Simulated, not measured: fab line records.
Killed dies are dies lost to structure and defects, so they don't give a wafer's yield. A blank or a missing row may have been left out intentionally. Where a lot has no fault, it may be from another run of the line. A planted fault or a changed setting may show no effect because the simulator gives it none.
Matching of chambers / flow sky130 / pecvd-04 running SKY_PASSIVATION_CVD_00: 3 sister chambers
The step deposits SiO2, target thk 90 nm. 3 wafers are shown with their chamber, then 12 later ones without.

## WAFERS WITH THEIR CHAMBER
wafer=L087.4; chamber=2; heater_power_w (W)=496
wafer=L092.4; chamber=0; heater_power_w (W)=786
wafer=L092.5; chamber=1; heater_power_w (W)=545

## WAFERS WITH NO CHAMBER GIVEN
wafer=L093.1; heater_power_w (W)=513
wafer=L093.2; heater_power_w (W)=445
wafer=L093.3; heater_power_w (W)=790
wafer=L093.4; heater_power_w (W)=449
wafer=L093.5; heater_power_w (W)=525
wafer=L093.6; heater_power_w (W)=800
wafer=L097.1; heater_power_w (W)=743
wafer=L097.2; heater_power_w (W)=550
wafer=L097.3; heater_power_w (W)=469
wafer=L097.4; heater_power_w (W)=762
wafer=L097.5; heater_power_w (W)=534
wafer=L097.6; heater_power_w (W)=472

## EACH ONE'S CHAMBER
wafer=L093.1; from the rows above=can't be placed: 2 or 1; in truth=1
wafer=L093.2; from the rows above=can't be placed: 2 or 1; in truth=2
wafer=L093.3; from the rows above=0; in truth=0
wafer=L093.4; from the rows above=can't be placed: 2 or 1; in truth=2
wafer=L093.5; from the rows above=can't be placed: 1 or 2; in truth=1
wafer=L093.6; from the rows above=0; in truth=0
wafer=L097.1; from the rows above=0; in truth=0
wafer=L097.2; from the rows above=can't be placed: 1 or 2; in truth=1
wafer=L097.3; from the rows above=can't be placed: 2 or 1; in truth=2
wafer=L097.4; from the rows above=0; in truth=0
wafer=L097.5; from the rows above=can't be placed: 1 or 2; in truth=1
wafer=L097.6; from the rows above=can't be placed: 2 or 1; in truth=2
Correct placement for 4 of the 12. From these rows, 8 cannot be placed; in 8 the true chamber is one of the candidates. Placed wrongly: 0.
How it was worked out, from the rows above alone: a wafer's distance from a chamber is the root of the sum, over the readings, of the square of ((its reading less the chamber's mean) divided by the reading's scatter). If the next closest chamber is less than 2 further off than the closest, the wafer can't be placed; otherwise it belongs to the closest. The mean given for a chamber averages the wafers shown for that chamber. The scatter (one wafer shown for each chamber): square how far every hidden wafer sits from the nearest shown wafer, average those squares and take the square root.
